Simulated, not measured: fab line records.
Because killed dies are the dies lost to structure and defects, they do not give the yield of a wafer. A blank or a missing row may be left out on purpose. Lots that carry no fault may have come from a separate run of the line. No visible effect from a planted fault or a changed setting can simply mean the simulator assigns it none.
Which tool is to blame?    flow gf180mcu    route of 602 steps, sampled at 1 step: 7 lots, 21 wafers

WHAT THE GAUGES READ, wafer by wafer
GF_POLY_GATE_CD_MEAS_18.
lot   measured      on        cdNm (nm)
L524  day 9 16:58   cdSem-01  279.3 276.9 277.7
L526  day 10 00:55  cdSem-02  279.3 278.6 279.5
L529  day 11 01:22  cdSem-02  279.5 280.1 280.8
L531  day 11 17:49  cdSem-02  281.8 281.2 281.9
L533  day 12 08:49  cdSem-02  279.8 279.6 281.3
L541  day 14 12:23  cdSem-02  279.6 279.7 280.5
L543  day 15 07:22  cdSem-02  278.6 279.9 280.1

WHAT TOOL EACH LOT RAN ON (gives the tool, then ch and the chambers of the sampled wafers, and finally the start)
There is no process step in the record ahead of these readings.

THE ANSWER, worked out from the rows above alone
Rule: the lots themselves supply what counts as usual. Put in order of their means at a reading, lots are off if they are a third of the lots or fewer, leave a main group of 4 or more, and stand apart from it by a gap of 3 or more times the standard deviation of the main group's means; of several such gaps the widest counts. If all means in a main group match to the digits the tables above print for the reading, that group is not used. Also off: a lot with no number at a reading for which 4 or more lots have one. All remaining lots with rows at the step are treated as sound.
Across all readings shown, no lot is off: no conclusion can be drawn from this.

WHAT THE SIMULATOR HAD INSERTED
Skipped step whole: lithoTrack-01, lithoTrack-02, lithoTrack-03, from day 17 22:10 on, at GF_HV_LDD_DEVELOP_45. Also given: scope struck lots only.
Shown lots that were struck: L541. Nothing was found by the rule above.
